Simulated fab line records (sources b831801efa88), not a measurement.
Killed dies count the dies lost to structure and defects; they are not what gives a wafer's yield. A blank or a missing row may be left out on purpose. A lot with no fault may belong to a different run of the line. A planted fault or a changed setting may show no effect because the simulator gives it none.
Which tool is to blame? -- flow sky130 -- Sampling: 24 lots, 72 wafers, 4 of 708 route steps

== WHAT EACH GAUGE READ, for each wafer ==
SKY_POLY_CUT_OVL_MEAS_09.
lot,measured,on,POLY_CUT_OVL (nm)
L074,day 24 02:51,overlay-02,4 -7 1
L075,day 24 09:06,overlay-02,-1 -4 8
L076,day 25 00:50,overlay-02,2 5 6
L077,day 25 05:35,overlay-02,2 -1 -4
L078,day 26 05:32,overlay-02,-6 -12 -10
L079,day 26 07:23,overlay-01,7 3 0
L080,day 26 12:05,overlay-02,2 8 -1
L081,day 26 18:46,overlay-01,-1 -1 2
L082,day 27 09:20,overlay-01,-2 2 1
L083,day 27 22:11,overlay-02,8 12 3
L085,day 28 06:10,overlay-01,1 2 6
L084,day 28 06:17,overlay-02,3 10 -3
L086,day 28 09:54,overlay-02,1 -5 9
L087,day 29 00:50,overlay-01,5 4 7
L088,day 29 08:47,overlay-01,6 1 1
L089,day 29 19:03,overlay-01,8 4 7
L090,day 30 00:17,overlay-02,8 6 0
L091,day 30 07:48,overlay-01,0 6 -2
L092,day 30 15:14,overlay-01,7 1 4
L093,day 30 16:34,overlay-01,-5 -6 2
L094,day 30 20:31,overlay-01,4 0 3
L095,day 31 03:08,overlay-02,-2 5 8
L096,day 31 16:55,overlay-01,0 -2 -2
L097,day 32 08:47,overlay-02,4 3 6

SKY_CONTACT_BOW_MEAS_05.
lot,measured,on,CONTACT_BOW (um)
L074,day 30 07:20,film metro-02,99 82 79
L075,day 30 11:46,film metro-01,79 92 90
L076,day 31 05:52,film metro-01,83 92 82
L077,day 31 08:23,film metro-04,83 81 82
L078,day 32 06:44,film metro-02,75 76 80
L079,day 32 09:22,film metro-02,80 72 80
L080,day 32 13:23,film metro-01,94 91 90
L081,day 32 18:54,film metro-01,84 98 66
L082,day 33 09:56,film metro-02,87 76 85
L083,day 33 20:20,film metro-04,87 86 71
L085,day 34 04:30,film metro-01,89 85 83
L084,day 34 06:25,film metro-01,86 79 83
L086,day 34 07:01,film metro-02,91 88 81
L087,day 34 23:00,film metro-01,88 87 92
L088,day 35 07:29,film metro-04,76 77 81
L089,day 35 15:16,film metro-01,85 77 86
L090,day 35 21:07,film metro-04,88 88 93
L091,day 36 03:25,film metro-02,79 91 94
L092,day 36 09:20,film metro-02,84 78 64
L093,day 36 12:14,film metro-04,75 74 74
L094,day 36 14:53,film metro-02,78 79 78
L095,day 36 21:24,film metro-02,97 85 78
L096,day 37 10:20,film metro-04,71 73 73
L097,day 38 02:35,film metro-02,83 77 82

SKY_CONTACT_OVL_MEAS_15.
lot,measured,on,CONTACT_OVL (nm)
L074,day 31 10:42,overlay-02,-4 -2 2
L075,day 31 15:10,overlay-01,2 1 -1
L076,day 32 09:37,overlay-02,2 -1 6
L077,day 32 12:00,overlay-02,0 -8 -4
L078,day 33 09:25,overlay-02,-7 -9 -4
L079,day 33 12:28,overlay-02,1 1 -3
L080,day 33 15:58,overlay-01,3 -2 -3
L081,day 33 22:15,overlay-02,-5 -9 -1
L082,day 34 12:13,overlay-01,-8 -7 3
L083,day 34 23:58,overlay-02,-3 -4 -7
L085,day 35 07:28,overlay-01,-1 -8 -5
L084,day 35 08:28,overlay-01,0 0 -2
L086,day 35 08:43,overlay-02,-1 -5 -1
L087,day 36 01:43,overlay-01,-3 -8 -5
L088,day 36 09:29,overlay-01,-6 4 -9
L089,day 36 17:13,overlay-01,-10 -13 -11
L090,day 36 22:58,overlay-02,2 3 4
L091,day 37 06:03,overlay-01,-6 -1 -1
L092,day 37 11:35,overlay-02,-2 3 -2
L093,day 37 14:52,overlay-01,1 -4 -1
L094,day 37 17:16,overlay-02,9 6 4
L095,day 37 23:55,overlay-01,-3 -6 -2
L096,day 38 12:31,overlay-02,-4 2 1
L097,day 39 03:43,overlay-02,-4 3 1

== WHICH TOOL RAN EACH LOT (tool, then ch and the chambers of the sampled wafers, then the start) ==
lot,SKY_SD_P_STRIP_10
L074,"plasma asher-01 ch 0,1, day 25 08:21"
L075,"plasma asher-04 ch 0,1, day 25 13:29"
L076,"plasma asher-03 ch 0,1, day 26 06:39"
L077,"plasma asher-04 ch 0,1, day 26 11:08"
L078,"plasma asher-01 ch 0, day 27 10:55"
L079,"plasma asher-03 ch 0,1, day 27 12:31"
L080,"plasma asher-04 ch 0,1, day 27 16:27"
L081,"plasma asher-01 ch 0,1, day 27 23:40"
L082,"plasma asher-03 ch 0,1, day 28 14:18"
L083,"plasma asher-03 ch 0,1, day 29 03:01"
L085,"plasma asher-01 ch 0,1, day 29 10:59"
L084,"plasma asher-04 ch 1, day 29 11:00"
L086,"plasma asher-03 ch 0,1, day 29 14:53"
L087,"plasma asher-01 ch 0,1, day 30 04:57"
L088,"plasma asher-04 ch 0,1, day 30 13:22"
L089,"plasma asher-01 ch 0,1, day 30 23:25"
L090,"plasma asher-04 ch 0,1, day 31 04:59"
L091,"plasma asher-03 ch 0,1, day 31 11:24"
L092,"plasma asher-04 ch 0,1, day 31 18:39"
L093,"plasma asher-03 ch 0,1, day 31 20:52"
L094,"plasma asher-01 ch 0,1, day 32 00:15"
L095,"plasma asher-01 ch 0,1, day 32 07:09"
L096,"plasma asher-03 ch 0,1, day 32 20:34"
L097,"plasma asher-01 ch 0,1, day 33 12:18"
- SKY_SD_P_STRIP_10: strips in O2/N2.

== WHAT THE TOOLS THEMSELVES READ (means of the sampled wafers that have a number; where no wafer has one, the mark that the record gives instead) ==
SKY_SD_P_STRIP_10.
lot,tool,drypump motor current A (A),oes product au (a.u.),strip time to endpoint s (s)
L074,plasma asher-01,5.3,0.615,17.49
L075,plasma asher-04,6.3,0.620,17.46
L076,plasma asher-03,5.6,0.618,17.53
L077,plasma asher-04,6.2,0.621,17.50
L078,plasma asher-01,4.8,0.618,17.56
L079,plasma asher-03,5.6,0.615,17.53
L080,plasma asher-04,6.4,0.619,17.52
L081,plasma asher-01,5.8,0.617,17.53
L082,plasma asher-03,5.7,0.620,17.48
L083,plasma asher-03,5.6,0.621,17.39
L085,plasma asher-01,5.3,0.616,17.51
L084,plasma asher-04,6.2,0.623,17.51
L086,plasma asher-03,5.7,0.620,17.54
L087,plasma asher-01,5.7,0.617,17.48
L088,plasma asher-04,6.4,0.622,17.53
L089,plasma asher-01,5.8,0.615,17.44
L090,plasma asher-04,6.4,0.621,17.46
L091,plasma asher-03,5.6,0.619,17.54
L092,plasma asher-04,6.3,0.616,17.51
L093,plasma asher-03,5.6,0.623,17.46
L094,plasma asher-01,5.7,0.622,17.55
L095,plasma asher-01,5.3,0.619,17.46
L096,plasma asher-03,5.6,0.623,17.51
L097,plasma asher-01,5.7,0.616,17.49

== THE ANSWER, worked out from the rows above alone ==
Rule: usual is defined by the lots themselves. The widest of any qualifying gaps counts: lots, ordered by their means at a reading, are off when they make up no more than a third of the lots, leave a main group of 4 or more, and stand apart from it by 3 or more times the standard deviation of that group's means. A main group whose means are all the same, to the digits that the tables above print for the reading, isn't used. A lot without any number at a reading at which 4 lots or more have one is off too. All remaining lots with rows at the step are treated as sound. The gauges are gone through in route order, then the tools' own readings, and for those a lot's mean is taken as printed above. At the first step where some lot is off, the reading lying furthest off is the one used; lots without a number count as furthest.
Nothing can be told from this: no lot is off at any reading shown.

== WHAT HAD BEEN PUT IN BY THE SIMULATOR ==
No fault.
